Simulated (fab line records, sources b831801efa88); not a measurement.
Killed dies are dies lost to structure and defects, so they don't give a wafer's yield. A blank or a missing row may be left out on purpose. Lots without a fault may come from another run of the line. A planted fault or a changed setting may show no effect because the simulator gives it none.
fab line records | flow gf180mcu | part 1 of 2: steps 1 to 28 of 38
record lots=5 wafers=15 last_day=34
route steps=602 shown SAB@265 SALICIDE@278 CONTACT@287
lots that met no fault: from a run of the same line without faults
start_h: hours from the record's first day to the start of the lot's first wafer shown | wait_h: hours since the lot's step before | " the same as in the row above | L1.1+2: a row that stands for several wafers | - no value, or no start given | * or withheld: withheld | < > ~ a bound
route shown NAME@n: a module of which the file shows steps, and the number in the route of the first | usual: mean/standard deviation of fault-free wafers | same: alike in all rows | chamber/n: place in a boat | sites: the reading at each site | _std_site: their standard deviation | _edge_site: outer sites' mean less inner sites' | radius_mm: how far each site lies from the wafer's centre | mask NAME#n: copy n | behind: the tool/chamber that last shaped the wafer | hold: why the lot was held/for how many hours/how that ended | device: the transistor (n, p or np) that didn't switch | end of line: the same wafers' tests at the end of the route | a step without rows: its recipe alone | killed: dies lost to structure and defects at the first sort, not the wafer's yield | map: a wafer's dies, x killed, . not, _ none there
set.NAME: the setting as run; set.NAME@STEP: as run at that earlier step | model.NAME: the simulator's own value behind a step, which no gauge read
lots at some steps of the route; a table a step, a row a wafer
services: from which hour (start_h, from the record's first day; less than 0 if before it) a tool's chamber was out of use, for how many hours, and why
## steps
# step GF_SAB_THK_MEAS_01
# recipe reads=SiO2_of_SAB_CVD_00
# usual SAB_CVD_00_THK=50.0/0.68
# columns lot.wafer tool chamber start_h wait_h SAB_CVD_00_THK[nm]
L083.2 film_metro-02 - 397.26 0.0 49.4
L083.3 " - " " 50.0
L083.4 " - " " 50.4
L087.2 film_metro-03 - 433.09 0.0 49.1
L087.4 " - " " 50.6
L087.5 " - " " 50.3
L088.3 film_metro-02 - 434.56 0.0 51.0
L088.4 " - " " 50.4
L088.5 " - " " 51.7
L096.2 film_metro-04 - 501.65 0.0 51.2
L096.3 " - " " 49.5
L096.6 " - " " 50.2
L097.3 film_metro-02 - 512.47 0.0 49.5
L097.4 " - " " 50.1
L097.6 " - " " 50.6
# step GF_SAB_DEHYDRATE_02
# recipe temp_c=200 time_s=60
# usual heater_power_total_W=160.37/0.13 plate_temp_C=199.97/0.15
# columns lot.wafer tool chamber start_h wait_h heater_power_total_W plate_temp_C
L083.2 litho_track-03 0 408.44 11.2 160.31 200.01
L083.3 " 0 " " 160.41 199.85
L083.4 " 0 " " 160.33 200.05
L087.2 litho_track-01 0 444.80 11.7 160.49 199.92
L087.4 " 0 " " 160.34 199.81
L087.5 " 0 " " 160.19 199.76
L088.3 litho_track-03 0 446.16 11.6 160.43 199.94
L088.4 " 0 " " 160.55 200.53
L088.5 " 0 " " 160.23 199.95
L096.2 litho_track-03 0 512.64 11.0 160.23 199.86
L096.3 " 0 " " 160.51 199.71
L096.6 " 0 " " 160.29 199.81
L097.3 litho_track-03 0 523.46 11.0 160.20 199.87
L097.4 " 0 " " 160.24 200.03
L097.6 " 0 " " 160.36 200.13
# step GF_SAB_HMDS_03
# recipe prime_time_s=60 prime_temp_c=120
# columns lot.wafer tool chamber start_h wait_h
L083.2+3+4 litho_track-03 0 408.59 0.1
L087.2+4+5 litho_track-01 0 444.95 0.1
L088.3+4+5 litho_track-03 0 446.31 0.1
L096.2+3+6 litho_track-03 0 512.79 0.1
L097.3+4+6 litho_track-03 0 523.61 0.1
# step GF_SAB_COAT_04
# recipe resist=NOVOLAK spin_rpm=3000 resist_thk_nm=1000
# usual dispense_pressure_kPa=47.7/2.6
# columns lot.wafer tool chamber start_h wait_h dispense_pressure_kPa
L083.2 litho_track-03 0 408.74 0.1 45.5
L083.3 " 0 " " 45.5
L083.4 " 0 " " 45.5
L087.2 litho_track-01 0 445.10 0.1 51.6
L087.4 " 0 " " 51.6
L087.5 " 0 " " 51.6
L088.3 litho_track-03 0 446.46 0.1 45.5
L088.4 " 0 " " 45.5
L088.5 " 0 " " 45.5
L096.2 litho_track-03 0 512.94 0.1 45.5
L096.3 " 0 " " 45.5
L096.6 " 0 " " 45.5
L097.3 litho_track-03 0 523.76 0.1 45.6
L097.4 " 0 " " 45.5
L097.6 " 0 " " 45.5
# step GF_SAB_SOFTBAKE_05
# recipe temp_c=90 time_s=60 resist=NOVOLAK
# usual heater_power_total_W=56.60/0.046 plate_temp_C=90.02/0.13
# columns lot.wafer tool chamber start_h wait_h heater_power_total_W plate_temp_C
L083.2 litho_track-03 0 408.89 0.1 56.68 90.41
L083.3 " 0 " " 56.59 90.38
L083.4 " 0 " " 56.68 90.34
L087.2 litho_track-01 0 445.25 0.1 56.61 89.80
L087.4 " 0 " " 56.65 89.93
L087.5 " 0 " " 56.56 89.91
L088.3 litho_track-03 0 446.61 0.1 56.59 90.04
L088.4 " 0 " " 56.53 89.91
L088.5 " 0 " " 56.62 90.05
L096.2 litho_track-03 0 513.09 0.1 56.66 90.04
L096.3 " 0 " " 56.63 90.22
L096.6 " 0 " " 56.60 89.93
L097.3 litho_track-03 0 523.91 0.1 56.57 89.92
L097.4 " 0 " " 56.64 89.87
L097.6 " 0 " " 56.60 89.97
# step GF_SAB_EXPOSE_06
# recipe mask_id=SAB target_cd_nm=420 na=0.6 source_shape=conventional sigma_outer=0.6 dose_mj=140
# usual stage_vel_mm_s=500.04/0.24
# columns lot.wafer tool chamber start_h wait_h mask stage_vel_mm_s
L083.2 iline_stepper-01 0 - - SAB#0 500.34
L083.3 " 0 " " SAB#0 500.08
L083.4 " 0 " " SAB#0 500.18
L087.2 iline_stepper-02 0 - - SAB#0 499.67
L087.4 " 0 " " SAB#0 499.88
L087.5 " 0 " " SAB#0 499.80
L088.3 iline_stepper-01 0 - - SAB#0 500.39
L088.4 " 0 " " SAB#0 499.88
L088.5 " 0 " " SAB#0 499.80
L096.2 iline_stepper-02 0 - - SAB#0 500.26
L096.3 " 0 " " SAB#0 500.24
L096.6 " 0 " " SAB#0 500.07
L097.3 iline_stepper-01 0 - - SAB#0 500.30
L097.4 " 0 " " SAB#0 500.57
L097.6 " 0 " " SAB#0 500.37
# step GF_SAB_PEB_07
# recipe temp_c=withheld time_s=* resist=NOVOLAK
# columns lot.wafer tool chamber start_h wait_h
L083.2+3+4 litho_track-03 0 - -
L087.2+4+5 litho_track-01 0 - -
L088.3+4+5 litho_track-01 0 - -
L096.2+3+6 litho_track-01 0 - -
L097.3+4+6 litho_track-02 0 - -
# step GF_SAB_DEVELOP_08
# recipe develop_time_s=60 dev_temp_c=23
# same develop_time_s=60
# columns lot.wafer tool chamber start_h wait_h
L083.2+3+4 litho_track-03 0 420.44 0.1
L087.2+4+5 litho_track-01 0 457.65 0.1
L088.3+4+5 litho_track-01 0 458.62 0.1
L096.2+3+6 litho_track-01 0 524.30 0.1
L097.3+4+6 litho_track-02 0 535.39 0.1
# step GF_SAB_CD_MEAS_09
# recipe target_cd_nm=420
# usual cd_nm=420.7/2.6
# columns lot.wafer tool chamber start_h wait_h cd_nm
L083.2 cd_sem-01 - 420.58 0.1 421.0
L083.3 " - " " 420.8
L083.4 " - " " 420.5
L087.2 cd_sem-01 - 457.79 0.1 423.9
L087.4 " - " " 423.1
L087.5 " - " " 422.4
L088.3 cd_sem-01 - 458.76 0.1 418.8
L088.4 " - " " 418.7
L088.5 " - " " 419.5
L096.2 cd_sem-01 - 524.44 0.1 424.2
L096.3 " - " " 423.8
L096.6 " - " " 425.8
L097.3 cd_sem-01 - 535.53 0.1 424.1
L097.4 " - " " 424.1
L097.6 " - " " 423.4
# step GF_SAB_OVL_MEAS_10
# usual SAB_OVL=0.3/1.2
# columns lot.wafer tool chamber start_h wait_h SAB_OVL[nm]
L083.2 overlay-02 - 420.69 0.1 -0.5
L083.3 " - " " 0.1
L083.4 " - " " 0.3
L087.2 overlay-01 - 457.90 0.1 0.6
L087.4 " - " " 0.7
L087.5 " - " " 3.2
L088.3 overlay-01 - 458.85 0.1 3.2
L088.4 " - " " 2.2
L088.5 " - " " 1.0
L096.2 overlay-01 - 524.55 0.1 0.1
L096.3 " - " " 0.0
L096.6 " - " " -0.4
L097.3 overlay-02 - 535.62 0.1 -0.8
L097.4 " - " " -0.5
L097.6 " - " " 1.3
# step GF_SAB_ETCH_11
# recipe chemistry=C4F8/O2/Ar mask_material=NOVOLAK target=SiO2 target_depth_nm=55 source_w=1500 bias_w=1200 pressure_mtorr=40 c4f8_flow_sccm=withheld O2_flow_sccm=6 Ar_flow_sccm=300 time_s=8.5
# usual oes_product_au=0.998/0.011
# columns lot.wafer tool chamber start_h wait_h oes_product_au rf_hours_counter_h
L083.2 rie_diel-03 2 420.72 0.0 0.985 8
L083.3 " 0 " " 1.001 51
L083.4 " 1 " " 0.997 3
L087.2 rie_diel-02 0 457.93 0.0 1.013 81
L087.4 " 3 " " 1.008 5
L087.5 " 2 " " 1.006 -
L088.3 rie_diel-04 1 458.88 0.0 1.001 17
L088.4 " 2 " " 1.002 3
L088.5 " 0 " " 1.009 -
L096.2 rie_diel-03 1 524.58 0.0 0.992 6
L096.3 " 3 " " 0.971 65
L096.6 " 0 " " 0.991 -
L097.3 rie_diel-02 2 535.65 0.0 0.996 54
L097.4 " 0 " " 1.009 -
L097.6 " 3 " " 0.999 -
# step GF_SAB_WET_ETCH_12
# recipe chemistry=dHF target_depth_nm=22 dry=n2_spin target=SiO2 temp_c=25 dilution=100:1 time_s=440
# columns lot.wafer tool chamber start_h wait_h
L083.2+3+4 wet_bench-01 2 420.74 0.0
L087.2+4+5 wet_bench-01 0 457.95 0.0
L088.3+4+5 wet_bench-03 2 458.90 0.0
L096.2+3+6 wet_bench-01 1 524.60 0.0
L097.3+4+6 wet_bench-01 3 535.67 0.0
# step GF_SAB_STRIP_13
# recipe chemistry=O2/N2 power_w=1400 pressure_mtorr=1500 platen_temp_c=250 o2_flow_sccm=3000 n2_flow_sccm=300 overash_fraction=0.5
# usual drypump_motor_current_A=5.8/0.36 heater_power_w=340/30 oes_product_au=0.710/0.0041 strip_time_to_endpoint_s=12.63/0.042
# columns lot.wafer tool chamber start_h wait_h drypump_motor_current_A heater_power_w oes_product_au rf_hours_counter_h strip_time_to_endpoint_s
L083.2 plasma_asher-02 0 420.87 0.0 5.8 375 0.712 75 12.58
L083.3 " 1 " " 6.2 315 0.714 - 12.60
L083.4 " 0 " " 5.9 378 0.705 - 12.57
L087.2 plasma_asher-02 1 458.08 0.0 6.2 302 0.712 3 12.64
L087.4 " 1 " " 6.2 300 0.713 - 12.64
L087.5 " 1 " " 6.2 299 0.712 - 12.62
L088.3 plasma_asher-02 0 459.07 0.0 5.8 385 0.708 - 12.57
L088.4 " 1 " " 6.2 300 0.710 - 12.52
L088.5 " 1 " " 6.2 297 0.703 - 12.54
L096.2 plasma_asher-04 1 524.73 0.0 6.0 316 0.707 87 12.56
L096.3 " 1 " " 6.0 310 0.703 - 12.61
L096.6 " 0 " " 5.2 345 0.702 - 12.59
L097.3 plasma_asher-02 1 535.83 0.0 6.3 296 0.717 - 12.64
L097.4 " 0 " " 5.9 370 0.711 - 12.61
L097.6 " 0 " " 5.8 378 0.715 - 12.63
# step GF_SALICIDE_CLEAN_00
# recipe chemistry=SC1/SC2 mix=1:4:20 temp_c=70 time_s=150
# usual bath_guard_temp_C=70.0/0.6
# columns lot.wafer tool chamber start_h wait_h bath_guard_temp_C
L083.2 wet_bench-02 2 420.97 0.1 70.5
L083.3 " 2 " " 70.7
L083.4 " 2 " " 70.4
L087.2 wet_bench-04 2 458.18 0.1 71.0
L087.4 " 2 " " 70.7
L087.5 " 2 " " 70.8
L088.3 wet_bench-04 0 459.14 0.0 68.7
L088.4 " 0 " " 69.0
L088.5 " 0 " " 68.9
L096.2 wet_bench-04 2 524.83 0.1 70.7
L096.3 " 2 " " 70.6
L096.6 " 2 " " 70.5
L097.3 wet_bench-02 1 535.90 0.0 70.0
L097.4 " 1 " " 69.6
L097.6 " 1 " " 70.0
# step GF_SALICIDE_WET_ETCH_01
# recipe chemistry=dHF target_depth_nm=5 dry=ipa_marangoni target=SiO2 temp_c=25 dilution=100:1 time_s=100
# columns lot.wafer tool chamber start_h wait_h
L083.2+3+4 wet_bench-01 0 421.03 0.0
L087.2+4+5 wet_bench-02 2 458.23 0.0
L088.3+4+5 wet_bench-01 2 459.19 0.0
L096.2+3+6 wet_bench-02 2 524.88 0.0
L097.3+4+6 wet_bench-04 1 535.95 0.0
# step GF_SALICIDE_SPUTTER_02
# recipe material=Co target_thk_nm=10 power_w=1000 time_s=20 chamber_pressure_pa=0.4
# usual throttle_valve_pct=29.8/1
# columns lot.wafer tool chamber start_h wait_h throttle_valve_pct
L083.2 pvd_sputter-03 - 421.06 0.0 30.6
L083.3 " - " " 28.6
L083.4 " - " " 30.7
L087.2 pvd_sputter-01 - 458.27 0.0 29.1
L087.4 " - " " 29.2
L087.5 " - " " 29.6
L088.3 pvd_sputter-03 - 459.23 0.0 29.6
L088.4 " - " " 28.7
L088.5 " - " " 28.6
L096.2 pvd_sputter-04 - 524.91 0.0 32.4
L096.3 " - " " 29.4
L096.6 " - " " 32.2
L097.3 pvd_sputter-01 - 535.98 0.0 27.9
L097.4 " - " " 29.9
L097.6 " - " " 29.6
# step GF_SALICIDE_SPUTTER_03
# recipe material=TiN target_thk_nm=20 power_w=6500 time_s=16.7 chamber_pressure_pa=0.4
# usual throttle_valve_pct=29.8/1
# columns lot.wafer tool chamber start_h wait_h throttle_valve_pct
L083.2 pvd_sputter-03 - 421.09 0.0 30.5
L083.3 " - " " 28.7
L083.4 " - " " 30.6
L087.2 pvd_sputter-01 - 458.30 0.0 28.5
L087.4 " - " " 29.4
L087.5 " - " " 29.7
L088.3 pvd_sputter-03 - 459.26 0.0 29.6
L088.4 " - " " 28.6
L088.5 " - " " 28.5
L096.2 pvd_sputter-04 - 524.94 0.0 32.5
L096.3 " - " " 29.6
L096.6 " - " " 32.2
L097.3 pvd_sputter-01 - 536.01 0.0 27.8
L097.4 " - " " 29.5
L097.6 " - " " 29.2
# step GF_SALICIDE_RS_MEAS_04
# recipe thk_meas_gauge=four-point-probe reads=TiN_of_SALICIDE_SPUTTER_03+Co_of_SALICIDE_SPUTTER_02
# usual SALICIDE_TIN_RS=16.3/0.31
# columns lot.wafer tool chamber start_h wait_h SALICIDE_TIN_RS[ohm/sq]
L083.2 film_metro-03 - 421.14 0.0 16.6
L083.3 " - " " 16.7
L083.4 " - " " 16.2
L087.2 film_metro-01 - 458.34 0.0 16.1
L087.4 " - " " 16.7
L087.5 " - " " 16.4
L088.3 film_metro-02 - 459.32 0.1 16.7
L088.4 " - " " 16.1
L088.5 " - " " 16.1
L096.2 film_metro-02 - 524.99 0.0 16.1
L096.3 " - " " 16.2
L096.6 " - " " 16.0
L097.3 film_metro-01 - 536.08 0.1 16.0
L097.4 " - " " 16.3
L097.6 " - " " 16.3
# step GF_SALICIDE_THK_MEAS_05
# recipe thk_meas_gauge=xrf reads=TiN_of_SALICIDE_SPUTTER_03
# usual SALICIDE_TIN_THK=19.7/0.33
# columns lot.wafer tool chamber start_h wait_h SALICIDE_TIN_THK[nm]
L083.2 film_metro-03 - 421.25 0.1 20.2
L083.3 " - " " 19.6
L083.4 " - " " 19.2
L087.2 film_metro-01 - 458.45 0.1 19.4
L087.4 " - " " 19.8
L087.5 " - " " 19.4
L088.3 film_metro-02 - 459.42 0.1 19.8
L088.4 " - " " 19.7
L088.5 " - " " 20.0
L096.2 film_metro-02 - 525.10 0.1 19.9
L096.3 " - " " 19.2
L096.6 " - " " 19.9
L097.3 film_metro-01 - 536.18 0.1 19.5
L097.4 " - " " 19.1
L097.6 " - " " 19.5
# step GF_SALICIDE_RTA_06
# recipe temp_c=530 time_s=30 ambient=N2
# usual lamp_power_pct=5.7/0.38 wafer_temp_C_max=532.9/0.95
# columns lot.wafer tool chamber start_h wait_h lamp_power_pct wafer_temp_C_max
L083.2 rtp_anneal-02 0 421.32 0.1 5.4 531.9
L083.3 " 0 " " 5.4 532.6
L083.4 " 0 " " 5.4 533.6
L087.2 rtp_anneal-01 0 458.54 0.1 6.1 533.5
L087.4 " 0 " " 6.1 533.9
L087.5 " 0 " " 6.1 534.3
L088.3 rtp_anneal-01 0 459.53 0.1 6.1 534.0
L088.4 " 0 " " 6.1 535.2
L088.5 " 0 " " 6.1 533.5
L096.2 rtp_anneal-01 0 525.16 0.1 6.1 533.3
L096.3 " 0 " " 6.1 534.1
L096.6 " 0 " " 6.1 533.4
L097.3 rtp_anneal-02 0 536.25 0.1 5.4 531.6
L097.4 " 0 " " 5.4 532.9
L097.6 " 0 " " 5.4 532.0
# step GF_SALICIDE_WET_ETCH_07
# recipe chemistry=SPM target_depth_nm=120 dry=n2_spin
# columns lot.wafer tool chamber start_h wait_h
L083.2+3+4 wet_bench-04 1 421.40 0.1
L087.2+4+5 wet_bench-02 1 458.70 0.1
L088.3+4+5 wet_bench-04 0 459.66 0.1
L096.2+3+6 wet_bench-01 1 525.25 0.1
L097.3+4+6 wet_bench-01 2 536.32 0.1
# step GF_SALICIDE_RTA_08
# recipe temp_c=800 time_s=30 ambient=N2
# usual lamp_power_pct=16.0/1.1 wafer_temp_C_max=804.7/1.3
# columns lot.wafer tool chamber start_h wait_h lamp_power_pct wafer_temp_C_max
L083.2 rtp_anneal-01 0 421.53 0.0 17.0 805.6
L083.3 " 0 " " 17.0 804.7
L083.4 " 0 " " 17.0 805.0
L087.2 rtp_anneal-02 0 458.82 0.0 14.9 802.6
L087.4 " 0 " " 14.9 803.7
L087.5 " 0 " " 14.9 803.9
L088.3 rtp_anneal-02 0 459.79 0.0 14.9 803.0
L088.4 " 0 " " 14.9 803.9
L088.5 " 0 " " 14.9 802.9
L096.2 rtp_anneal-02 0 525.36 0.0 14.9 802.5
L096.3 " 0 " " 14.9 802.5
L096.6 " 0 " " 14.9 802.4
L097.3 rtp_anneal-01 0 536.44 0.0 17.0 804.7
L097.4 " 0 " " 17.0 805.3
L097.6 " 0 " " 17.0 805.0
# step GF_CONTACT_CVD_00
# recipe material=SiO2 target_thk_nm=300 sigma_open_frac=0.3 temp_c=400 time_s=50 sih4_flow_sccm=60 pressure_mtorr=6
# columns lot.wafer tool chamber start_h wait_h
L083.2+3+4 hdpcvd-02 1,2,2 421.61 0.1
L087.2+4+5 hdpcvd-01 2,1,0 458.90 0.1
L088.3+4+5 hdpcvd-01 0,1,0 459.85 0.1
L096.2+3+6 hdpcvd-02 0,2,1 525.44 0.1
L097.3+4+6 hdpcvd-02 0,2,1 536.51 0.1
# step GF_CONTACT_THK_MEAS_01
# recipe reads=SiO2_of_CONTACT_CVD_00
# usual CONTACT_CVD_00_THK=300/3.3
# columns lot.wafer tool chamber start_h wait_h CONTACT_CVD_00_THK[nm]
L083.2 film_metro-04 - 421.67 0.0 305
L083.3 " - " " 303
L083.4 " - " " 300
L087.2 film_metro-01 - 458.96 0.0 298
L087.4 " - " " 301
L087.5 " - " " 299
L088.3 film_metro-04 - 459.92 0.0 303
L088.4 " - " " 302
L088.5 " - " " 302
L096.2 film_metro-03 - 525.49 0.0 301
L096.3 " - " " 300
L096.6 " - " " 297
L097.3 film_metro-03 - 536.57 0.0 301
L097.4 " - " " 300
L097.6 " - " " 298
# step GF_CONTACT_CVD_02
# recipe material=SiO2 target_thk_nm=860 precursor=TEOS temp_c=400 time_s=95.992 rf_w=600
# usual heater_power_w=697/120
# columns lot.wafer tool chamber start_h wait_h heater_power_w
L083.2 pecvd-01 1 421.72 0.0 583
L083.3 " 0 " " 980
L083.4 " 0 " " 788
L087.2 pecvd-03 2 459.01 0.0 823
L087.4 " 0 " " 601
L087.5 " 2 " " 687
L088.3 pecvd-01 1 459.96 0.0 482
L088.4 " 2 " " 792
L088.5 " 0 " " 976
L096.2 pecvd-03 0 525.54 0.0 646
L096.3 " 2 " " 824
L096.6 " 1 " " 624
L097.3 pecvd-04 1 536.61 0.0 617
L097.4 " 2 " " 747
L097.6 " 0 " " 680
# step GF_CONTACT_THK_MEAS_03
# recipe reads=SiO2_of_CONTACT_CVD_02
# usual CONTACT_CVD_02_THK=863/13
# columns lot.wafer tool chamber start_h wait_h CONTACT_CVD_02_THK[nm]
L083.2 film_metro-01 - 421.80 0.0 863
L083.3 " - " " 860
L083.4 " - " " 867
L087.2 film_metro-03 - 459.09 0.0 849
L087.4 " - " " 877
L087.5 " - " " 862
L088.3 film_metro-03 - 460.05 0.1 853
L088.4 " - " " 883
L088.5 " - " " 889
L096.2 film_metro-01 - 525.62 0.0 856
L096.3 " - " " 862
L096.6 " - " " 877
L097.3 film_metro-03 - 536.70 0.1 873
L097.4 " - " " 884
L097.6 " - " " 867
# step GF_CONTACT_CMP_04
# recipe material=SiO2 down_force_psi=4 platen_rpm=60 pad_velocity_m_s=0.94248
# usual motor_current_A=11.7/0.9 time_to_endpoint_s=113/9.1
# columns lot.wafer tool chamber start_h wait_h motor_current_A time_to_endpoint_s
L083.2 cmp-01 2 421.85 0.0 9.9 115
L083.4 " 3 " " 12.2 110
L083.3 " 1 " " 12.8 109
L087.4 cmp-02 0 459.24 0.1 10.5 116
L087.2 " 1 " " 11.6 99
L087.5 " 3 " " 12.3 126
L088.4 cmp-02 0 460.14 0.1 11.2 114
L088.3 " 1 " " 11.6 100
L088.5 " 0 " " 11.0 121
L096.2 cmp-02 0 525.72 0.1 11.0 101
L096.3 " 1 " " 11.1 103
L096.6 " 3 " " 13.1 122
L097.4 cmp-02 3 536.74 0.0 13.1 134
L097.3 " 1 " " 11.2 107
L097.6 " 0 " " 10.8 113
# step GF_CONTACT_BOW_MEAS_05
# recipe mode=bow
# usual CONTACT_BOW=65/6.8
# columns lot.wafer tool chamber start_h wait_h CONTACT_BOW[um]
L083.2 film_metro-01 - 422.17 0.3 67
L083.3 " - " " 67
L083.4 " - " " 53
L087.2 film_metro-03 - 459.46 0.1 75
L087.4 " - " " 65
L087.5 " - " " 70
L088.3 film_metro-01 - 460.43 0.2 60
L088.4 " - " " 58
L088.5 " - " " 69
L096.2 film_metro-03 - 525.99 0.2 65
L096.3 " - " " 64
L096.6 " - " " 68
L097.3 film_metro-01 - 537.08 0.2 58
L097.4 " - " " 65
L097.6 " - " " 56
